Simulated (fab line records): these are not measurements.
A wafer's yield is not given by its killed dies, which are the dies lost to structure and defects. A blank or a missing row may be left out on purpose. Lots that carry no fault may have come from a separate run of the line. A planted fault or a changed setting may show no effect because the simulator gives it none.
fab line records -- flow sky130
record lots=11, wafers=33, lastDay=50
route steps=708 shown FIELD_ISO@18 PWDE@48 NWELL@78 PAD_OPEN@708
lots untouched by any fault: they come from a run of this same line in which no faults occurred
startH: hours from the record's opening day to when the first of the lot's shown wafers began -- waitH: hours elapsed since this lot's preceding step -- " as in the row above -- L1.1+2: one row covering several wafers at once -- - either no value or no given start -- * or withheld: withheld -- < > ~ a bound
route shown NAME@n: NAME is a module with steps in the file, n the number in the route of the first one -- usual: average and standard deviation across the fault-free wafers -- same: alike in all rows -- chamber/n: place in a boat -- sites: readings site by site -- _std_site: the values' standard deviation -- _edge_site: inner sites' mean taken away from outer sites' mean -- radiusMm: for every site, how far away it sits from the centre of the wafer -- mask NAME#n: copy n -- behind: the last tool/chamber to shape the wafer -- hold: cause of the lot's hold/its duration in hours/its outcome -- device: the n, p or np transistor that did not switch -- end of line: at the end of the route, the tests of the same wafers -- for a step that has no rows: nothing shown but its recipe -- killed: not the wafer's yield, but the dies lost to structure and defects at the first sort -- map: shows each die of a wafer: x if killed, . if not, _ if none is there
set.NAME: setting as actually run; set.NAME@STEP: the setting as run at that earlier step -- model.NAME: the simulator's own value behind a step, which no gauge read
the route's steps for a sample of lots (tables are steps, rows are wafers)
services: when a tool's chamber went out of use (startH, in hours from the record's first day, below 0 if earlier), for how many hours, and the reason
## steps
# step SKY_FIELD_ISO_ETCH_17
# recipe targetDepthA=3420, maskMaterial=Si3N4, chemistry=HBr/Cl2/O2, target=Si, taperDeg=5, icpW=600, biasW=150, pressureMtorr=15, HBr_flow_sccm=150, Cl2_flow_sccm=40, O2_flow_sccm=6, timeS=97.7
# usual drypumpMotorCurrentA=5.8/0.43, oesProductAu=0.995/0.0084, rfFwdPowerW=596.6/2, throttleValvePct=25.658/0.011
# same timeS=97.7
lot.wafer,tool,chamber,startH,waitH,drypumpMotorCurrentA,oesProductAu,rfFwdPowerW,rfHoursCounterH,throttleValvePct
L999.1,rieSi-02,2,34.70,0.1,5.2,0.995,597.2,0,25.651
L999.4,rieSi-02,3,34.70,0.1,6.3,1.013,592.3,1,25.647
L999.6,rieSi-02,0,34.70,0.1,5.1,1.001,595.7,-,25.640
L100.1,rieSi-01,0,38.65,0.1,6.4,0.976,597.0,121,25.661
L100.2,rieSi-01,2,38.65,0.1,5.9,0.991,593.8,133,25.672
L100.3,rieSi-01,3,38.65,0.1,5.9,0.973,598.8,155,25.668
L104.2,rieSi-02,1,61.85,0.1,5.8,1.009,599.8,75,25.644
L104.3,rieSi-02,2,61.85,0.1,5.1,1.003,596.7,1,25.665
L104.4,rieSi-02,3,61.85,0.1,6.3,1.006,595.9,2,25.664
L106.3,rieSi-01,2,74.93,0.0,5.9,0.995,594.0,133,25.656
L106.4,rieSi-01,0,74.93,0.0,6.4,0.988,596.9,-,25.668
L106.5,rieSi-01,1,74.93,0.0,5.9,0.986,594.8,-,25.656
L113.2,rieSi-02,3,109.32,0.1,6.3,0.996,596.8,2,25.663
L113.3,rieSi-02,2,109.32,0.1,5.1,1.001,596.5,1,25.665
L113.4,rieSi-02,1,109.32,0.1,5.8,1.008,599.0,75,25.649
L114.2,rieSi-01,3,115.77,0.1,5.9,1.000,599.2,0,25.651
L114.3,rieSi-01,0,115.77,0.1,6.4,0.991,596.4,122,25.663
L114.6,rieSi-01,1,115.77,0.1,5.9,0.999,597.3,-,25.682
L115.1,rieSi-02,0,119.08,0.1,5.1,0.987,594.0,3,25.662
L115.4,rieSi-02,1,119.08,0.1,5.8,0.993,599.1,75,25.678
L115.6,rieSi-02,3,119.08,0.1,6.3,0.996,596.7,-,25.660
L117.2,rieSi-02,2,128.85,0.1,5.1,0.997,597.5,1,25.654
L117.4,rieSi-02,3,128.85,0.1,6.3,0.996,594.3,2,25.652
L117.5,rieSi-02,2,128.85,0.1,5.2,0.992,593.9,-,25.653
L118.3,rieSi-01,2,133.57,0.0,5.9,0.990,594.3,133,25.662
L118.4,rieSi-01,0,133.57,0.0,6.4,0.996,599.5,122,25.678
L118.5,rieSi-01,3,133.57,0.0,5.9,0.993,599.3,-,25.650
L119.1,rieSi-02,2,138.10,0.1,5.1,1.007,598.0,1,25.657
L119.3,rieSi-02,3,138.10,0.1,6.3,1.002,594.7,2,25.652
L119.4,rieSi-02,0,138.10,0.1,5.1,0.990,592.4,3,25.651
L121.2,rieSi-02,2,149.73,0.1,5.2,1.007,598.0,1,25.658
L121.5,rieSi-02,2,149.73,0.1,5.2,1.001,596.6,-,25.654
L121.6,rieSi-02,1,149.73,0.1,5.8,1.007,600.4,-,25.639
# step SKY_PWDE_SOFTBAKE_03
# recipe tempC=110, timeS=withheld
# usual chillPlateTempC=22.99/0.11, heaterPowerTotalW=65.32/0.13, plateTempC=110.01/0.14
lot.wafer,tool,chamber,startH,waitH,chillPlateTempC,heaterPowerTotalW,plateTempC
L999.1,lithoTrack-03,0,64.74,0.1,23.11,65.47,109.81
L999.4,lithoTrack-03,0,64.74,0.1,23.13,65.26,109.86
L999.6,lithoTrack-03,0,64.74,0.1,23.24,65.22,109.85
L100.1,lithoTrack-04,0,68.18,0.1,23.14,65.31,109.94
L100.2,lithoTrack-04,0,68.18,0.1,23.13,65.41,109.97
L100.3,lithoTrack-04,0,68.18,0.1,23.21,65.46,109.95
L104.2,lithoTrack-03,0,94.42,0.1,23.05,70.10,115.98
L104.3,lithoTrack-03,0,94.42,0.1,22.97,69.93,115.85
L104.4,lithoTrack-03,0,94.42,0.1,23.22,70.22,115.61
L106.3,lithoTrack-03,0,106.25,0.1,22.92,69.95,116.11
L106.4,lithoTrack-03,0,106.25,0.1,22.96,69.88,116.08
L106.5,lithoTrack-03,0,106.25,0.1,22.97,69.97,115.82
L113.2,lithoTrack-04,0,144.06,0.1,23.00,65.54,109.82
L113.3,lithoTrack-04,0,144.06,0.1,23.11,65.23,109.98
L113.4,lithoTrack-04,0,144.06,0.1,23.17,65.14,109.95
L114.2,lithoTrack-04,0,149.76,0.1,22.96,65.37,109.97
L114.3,lithoTrack-04,0,149.76,0.1,23.05,65.22,110.20
L114.6,lithoTrack-04,0,149.76,0.1,22.87,65.42,110.14
L115.1,lithoTrack-04,0,154.68,0.1,23.16,65.28,110.05
L115.4,lithoTrack-04,0,154.68,0.1,22.97,65.30,110.05
L115.6,lithoTrack-04,0,154.68,0.1,22.86,65.42,110.08
L117.2,lithoTrack-03,0,168.97,0.1,22.91,65.47,110.24
L117.4,lithoTrack-03,0,168.97,0.1,23.06,65.25,110.25
L117.5,lithoTrack-03,0,168.97,0.1,22.66,65.33,110.26
L118.3,lithoTrack-03,0,172.85,0.1,22.88,65.11,110.14
L118.4,lithoTrack-03,0,172.85,0.1,23.00,65.44,110.03
L118.5,lithoTrack-03,0,172.85,0.1,22.85,65.27,109.76
L119.1,lithoTrack-04,0,178.98,0.1,22.97,65.16,109.98
L119.3,lithoTrack-04,0,178.98,0.1,23.14,65.46,109.99
L119.4,lithoTrack-04,0,178.98,0.1,23.01,65.07,109.95
L121.2,lithoTrack-01,0,188.23,0.1,22.97,65.48,109.93
L121.5,lithoTrack-01,0,188.23,0.1,22.91,65.14,110.17
L121.6,lithoTrack-01,0,188.23,0.1,23.06,65.54,109.98
# step SKY_PWDE_STRIP_09
# recipe chemistry=O2/N2, powerW=1400, pressureMtorr=1500, platenTempC=withheld, o2FlowSccm=3000, n2FlowSccm=300, overashFraction=0.5
# usual drypumpMotorCurrentA=5.7/0.51, o2FlowSccm=2999/7.1, oesProductAu=0.722/0.005, stripTimeToEndpointS=36.88/0.097
lot.wafer,tool,chamber,startH,waitH,drypumpMotorCurrentA,o2FlowSccm,oesProductAu,rfHoursCounterH,stripTimeToEndpointS
L999.1,plasmaAsher-03,0,72.31,0.1,4.8,3005,0.727,41,36.94
L999.4,plasmaAsher-03,0,72.31,0.1,4.8,3010,0.720,-,36.93
L999.6,plasmaAsher-03,0,72.31,0.1,4.8,2995,0.721,-,36.91
L100.1,plasmaAsher-01,1,76.41,0.1,6.3,2988,0.723,26,36.78
L100.2,plasmaAsher-01,0,76.41,0.1,5.2,2995,0.726,26,36.92
L100.3,plasmaAsher-01,1,76.41,0.1,6.3,2995,0.722,-,36.84
L104.2,plasmaAsher-01,1,103.73,0.1,6.3,3001,0.717,28,36.46
L104.3,plasmaAsher-01,1,103.73,0.1,6.3,3006,0.727,-,36.45
L104.4,plasmaAsher-01,0,103.73,0.1,5.1,2992,0.719,-,36.40
L106.3,plasmaAsher-01,1,116.11,0.1,6.3,3011,0.714,-,36.29
L106.4,plasmaAsher-01,0,116.11,0.1,5.1,2987,0.717,-,36.35
L106.5,plasmaAsher-01,1,116.11,0.1,6.3,3010,0.728,-,36.27
L113.2,plasmaAsher-02,0,153.38,0.1,6.0,2998,0.716,46,36.78
L113.3,plasmaAsher-02,0,153.38,0.1,6.0,2987,0.718,-,36.91
L113.4,plasmaAsher-02,1,153.38,0.1,5.8,2997,0.722,-,36.90
L114.2,plasmaAsher-01,0,159.76,0.1,5.2,3016,0.715,34,36.81
L114.3,plasmaAsher-01,0,159.76,0.1,5.2,3008,0.729,-,36.82
L114.6,plasmaAsher-01,0,159.76,0.1,5.2,3008,0.724,-,36.66
L115.1,plasmaAsher-01,0,165.21,0.1,5.2,3002,0.723,35,36.90
L115.4,plasmaAsher-01,0,165.21,0.1,5.2,2994,0.728,-,36.92
L115.6,plasmaAsher-01,1,165.21,0.1,6.2,3012,0.725,-,36.99
L117.2,plasmaAsher-02,1,179.67,0.1,5.8,3005,0.733,49,36.85
L117.4,plasmaAsher-02,0,179.67,0.1,6.0,2991,0.720,-,36.84
L117.5,plasmaAsher-02,0,179.67,0.1,6.0,2996,0.715,-,36.82
L118.3,plasmaAsher-01,1,184.15,0.1,6.3,2995,0.712,-,36.72
L118.4,plasmaAsher-01,0,184.15,0.1,5.2,3002,0.719,-,36.71
L118.5,plasmaAsher-01,0,184.15,0.1,5.2,2997,0.712,-,36.76
L119.1,plasmaAsher-02,1,190.01,0.1,5.8,3002,0.725,50,36.89
L119.3,plasmaAsher-02,1,190.01,0.1,5.8,3003,0.727,-,36.81
L119.4,plasmaAsher-02,0,190.01,0.1,6.0,3004,0.728,-,36.87
L121.2,plasmaAsher-02,1,199.02,0.1,5.8,2999,0.731,51,36.84
L121.5,plasmaAsher-02,0,199.02,0.1,6.0,2993,0.722,-,36.79
L121.6,plasmaAsher-02,1,199.02,0.1,5.8,2991,0.729,-,36.84
# step SKY_NWELL_STRIP_25
# recipe chemistry=O2/N2, powerW=1400, pressureMtorr=1500, platenTempC=withheld, o2FlowSccm=3000, n2FlowSccm=300, overashFraction=0.5
# usual drypumpMotorCurrentA=5.6/0.53, o2FlowSccm=3000/8.5, oesProductAu=0.722/0.0046, stripTimeToEndpointS=36.90/0.1
lot.wafer,tool,chamber,startH,waitH,drypumpMotorCurrentA,o2FlowSccm,oesProductAu,rfHoursCounterH,stripTimeToEndpointS
L999.1,plasmaAsher-03,1,106.96,0.1,5.9,2996,0.722,44,36.55
L999.4,plasmaAsher-03,0,106.96,0.1,4.8,3003,0.713,-,36.56
L999.6,plasmaAsher-03,1,106.96,0.1,5.9,3003,0.722,-,36.67
L100.1,plasmaAsher-02,1,111.01,0.1,5.8,2980,0.720,43,36.90
L100.2,plasmaAsher-02,0,111.01,0.1,6.0,2994,0.718,43,36.93
L100.3,plasmaAsher-02,0,111.01,0.1,6.0,2997,0.723,-,36.88
L104.2,plasmaAsher-02,1,141.16,0.1,5.8,3003,0.720,46,36.85
L104.3,plasmaAsher-02,1,141.16,0.1,5.8,3013,0.722,-,36.96
L104.4,plasmaAsher-02,0,141.16,0.1,6.0,2996,0.728,-,36.92
L106.3,plasmaAsher-04,1,153.55,0.1,6.2,3007,0.724,-,36.94
L106.4,plasmaAsher-04,0,153.55,0.1,4.8,3003,0.716,-,36.89
L106.5,plasmaAsher-04,0,153.55,0.1,4.8,3003,0.727,-,36.89
L113.2,plasmaAsher-02,1,195.52,0.1,5.8,3000,0.725,50,36.92
L113.3,plasmaAsher-02,0,195.52,0.1,6.0,2998,0.727,-,37.01
L113.4,plasmaAsher-02,1,195.52,0.1,5.8,2999,0.721,-,36.94
L114.2,plasmaAsher-04,1,202.96,0.1,6.2,2996,0.728,8,37.00
L114.3,plasmaAsher-04,0,202.96,0.1,4.9,3001,0.713,-,37.08
L114.6,plasmaAsher-04,1,202.96,0.1,6.2,2986,0.732,-,37.02
L115.1,plasmaAsher-02,1,208.05,0.1,5.8,2989,0.720,51,36.99
L115.4,plasmaAsher-02,0,208.05,0.1,6.0,3001,0.728,-,36.99
L115.6,plasmaAsher-02,0,208.05,0.1,6.0,3020,0.728,-,36.94
L117.2,plasmaAsher-04,1,224.51,0.1,6.1,3004,0.732,10,37.00
L117.4,plasmaAsher-04,1,224.51,0.1,6.1,3001,0.719,-,36.81
L117.5,plasmaAsher-04,0,224.51,0.1,4.8,3002,0.728,-,36.98
L118.3,plasmaAsher-02,0,228.10,0.1,6.0,3002,0.725,-,37.02
L118.4,plasmaAsher-02,1,228.10,0.1,5.8,3001,0.720,-,37.02
L118.5,plasmaAsher-02,0,228.10,0.1,6.0,2997,0.721,-,37.05
L119.1,plasmaAsher-03,1,234.36,0.1,5.8,3018,0.726,57,36.95
L119.3,plasmaAsher-03,0,234.36,0.1,4.8,3017,0.723,-,37.05
L119.4,plasmaAsher-03,1,234.36,0.1,5.9,3017,0.733,-,36.99
L121.2,plasmaAsher-04,1,243.60,0.1,6.2,3003,0.715,12,36.80
L121.5,plasmaAsher-04,0,243.60,0.1,4.8,3011,0.733,-,36.91
L121.6,plasmaAsher-04,1,243.60,0.1,6.2,3003,0.726,-,36.82
# step SKY_NWELL_TW_MEAS_26
# usual NWELL_2_TW=499.8/2.5
lot.wafer,tool,chamber,startH,waitH,NWELL_2_TW
L999.1,filmMetro-03,-,107.06,0.1,499.7
L999.4,filmMetro-03,-,107.06,0.1,498.1
L999.6,filmMetro-03,-,107.06,0.1,499.9
L100.1,filmMetro-03,-,111.11,0.1,499.5
L100.2,filmMetro-03,-,111.11,0.1,497.6
L100.3,filmMetro-03,-,111.11,0.1,497.9
L104.2,filmMetro-04,-,141.27,0.1,501.2
L104.3,filmMetro-04,-,141.27,0.1,499.2
L104.4,filmMetro-04,-,141.27,0.1,501.9
L106.3,filmMetro-04,-,153.64,0.1,501.2
L106.4,filmMetro-04,-,153.64,0.1,502.1
L106.5,filmMetro-04,-,153.64,0.1,500.2
L113.2,filmMetro-02,-,195.63,0.1,502.6
L113.3,filmMetro-02,-,195.63,0.1,501.2
L113.4,filmMetro-02,-,195.63,0.1,502.4
L114.2,filmMetro-03,-,203.07,0.1,494.8
L114.3,filmMetro-03,-,203.07,0.1,496.0
L114.6,filmMetro-03,-,203.07,0.1,495.9
L115.1,filmMetro-02,-,208.15,0.1,500.9
L115.4,filmMetro-02,-,208.15,0.1,501.4
L115.6,filmMetro-02,-,208.15,0.1,501.7
L117.2,filmMetro-04,-,224.62,0.1,500.8
L117.4,filmMetro-04,-,224.62,0.1,497.1
L117.5,filmMetro-04,-,224.62,0.1,499.0
L118.3,filmMetro-04,-,228.18,0.1,499.7
L118.4,filmMetro-04,-,228.18,0.1,501.4
L118.5,filmMetro-04,-,228.18,0.1,500.0
L119.1,filmMetro-03,-,234.46,0.1,496.0
L119.3,filmMetro-03,-,234.46,0.1,493.5
L119.4,filmMetro-03,-,234.46,0.1,493.1
L121.2,filmMetro-03,-,243.71,0.1,496.7
L121.5,filmMetro-03,-,243.71,0.1,497.4
L121.6,filmMetro-03,-,243.71,0.1,497.8
# step SKY_PAD_OPEN_PROBE_99
# usual killed_at_M0_to_M3=44/7.5, killed_at_M4_up=2.9/1.8, killedAtContacts=24/5.1, killedAtFrontEnd=16/4.7, killedAtOther=0.3/0.46, killedDies=87/9.9, killedOpen=47/8, killedShort=39/6.3
# same grossDies=492, killedAtBackSide=0
lot.wafer,tool,chamber,startH,waitH,killed_at_M0_to_M3,killed_at_M4_up,killedAtContacts,killedAtFrontEnd,killedAtOther,killedDies,killedOpen,killedShort
L106.3,prober-01,-,1130.45,0.2,33,4,35,12,0,84,55,29
L106.4,prober-01,-,1130.50,0.2,50,2,24,20,1,97,58,38
L106.5,prober-01,-,1130.55,0.2,37,0,32,21,0,90,50,39
L113.2,prober-02,-,1163.55,0.1,48,5,24,10,0,87,41,45
L113.3,prober-02,-,1163.60,0.2,52,7,19,10,0,88,59,29
L113.4,prober-02,-,1163.65,0.2,38,5,33,15,1,92,56,31
# killed by level:class
L106.3 CONTACT:geometricParticle:open=13 VIA1:geometricParticle:open=11 LI_CONTACT:geometricParticle:open=10 LOCAL_INTERCONNECT:geometricParticle:short=7 POLY_GATE:geometricParticle:open=4 CONTACT:geometricParticle:short=4 FIELD_ISO:geometricParticle:open=3 POLY_GATE:geometricParticle:short=3
L106.4 VIA3:geometricParticle:open=11 CONTACT:geometricParticle:open=10 VIA2:geometricParticle:open=7 FIELD_ISO:geometricParticle:open=6 LI_CONTACT:geometricParticle:open=6 VIA1:geometricParticle:open=6 VIA1:geometricParticle:short=6 METAL1:geometricParticle:short=5
L106.5 VIA1:geometricParticle:open=11 CONTACT:geometricParticle:open=8 LI_CONTACT:geometricParticle:open=7 CONTACT:geometricParticle:short=7 VIA2:geometricParticle:open=7 POLY_GATE:geometricParticle:open=6 FIELD_ISO:geometricParticle:short=5 LOCAL_INTERCONNECT:geometricParticle:short=5
L113.2 LOCAL_INTERCONNECT:geometricParticle:short=7 METAL1:geometricParticle:short=7 VIA1:geometricParticle:open=7 LI_CONTACT:geometricParticle:open=5 METAL3:geometricParticle:short=5 VIA3:geometricParticle:short=5 METAL1:geometricParticle:open=5 VIA2:geometricParticle:open=5
L113.3 VIA1:geometricParticle:open=13 LI_CONTACT:geometricParticle:open=8 VIA3:geometricParticle:open=8 VIA2:geometricParticle:open=7 METAL4:geometricParticle:short=5 CONTACT:geometricParticle:open=4 METAL1:geometricParticle:short=4 METAL3:geometricParticle:short=4
L113.4 CONTACT:geometricParticle:open=17 VIA3:geometricParticle:open=10 VIA1:geometricParticle:open=9 LOCAL_INTERCONNECT:geometricParticle:short=6 LI_CONTACT:geometricParticle:open=6 METAL1:geometricParticle:short=4 FIELD_ISO:geometricParticle:short=3 CONTACT:geometricParticle:short=3
## services
tool,chamber,startH,hours,kind
plasmaAsher-01,-,18.63,2.8,repair
plasmaAsher-01,-,40.36,2.8,repair
plasmaAsher-01,-,46.68,3.9,repair
rieSi-01,3,58.14,-,clean
rieSi-01,3,58.14,27.0,scheduledDown
rieSi-01,3,58.14,27.0,ventCycle
plasmaAsher-04,-,85.45,5.4,repair
plasmaAsher-01,-,98.83,3.3,repair
plasmaAsher-04,-,108.75,9.0,pm
plasmaAsher-04,0,108.75,9.0,ventCycle
plasmaAsher-04,1,108.75,9.0,ventCycle
plasmaAsher-04,0,117.75,-,clean
plasmaAsher-04,1,117.75,-,clean
rieSi-01,-,126.72,5.7,repair
plasmaAsher-02,-,142.00,11.0,repair
plasmaAsher-04,-,147.76,0.4,repair
rieSi-01,2,152.69,-,clean
plasmaAsher-01,-,178.91,0.8,repair
plasmaAsher-01,-,191.17,1.7,repair
plasmaAsher-02,-,207.31,0.4,repair
plasmaAsher-01,-,210.35,4.4,repair
rieSi-02,2,221.11,15.6,repair
plasmaAsher-04,-,233.67,2.2,repair
plasmaAsher-02,-,235.32,1.4,repair
## key
firstSign step=SKY_PWDE_SOFTBAKE_03, reading=plateTempC, direction=up, sigmas=42, usual=*, struck=*
effect step=SKY_PWDE_SOFTBAKE_03, reading=heaterPowerTotalW, direction=up, sigmas=36, usual=*, struck=*
effect step=SKY_PWDE_STRIP_09, reading=stripTimeToEndpointS, direction=down, sigmas=5.3, usual=*, struck=*
metAt SKY_PWDE_SOFTBAKE_03
struckLots L104,L106
testerLeftOut L104,L106
notActingAt SKY_FIELD_ISO_ETCH_17,SKY_NWELL_STRIP_25,SKY_NWELL_TW_MEAS_26
onsetBetween 64.74 94.42
fault kind=processParameterDrift, tool=lithoTrack-03, chamber=-, onsetH=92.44, steps=SKY_PWDE_SOFTBAKE_03, channel=tempC, offset=*, shape=step, endH=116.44, actsIn=*, stated=*
# testerLeftOut: of these lots the tester's yield and bins aren't shown, on N5 and GAA mostly nor the transistor test; their killed dies are dies lost to structure and defects alone, not to doping, threshold or leakage, so they don't give the yield
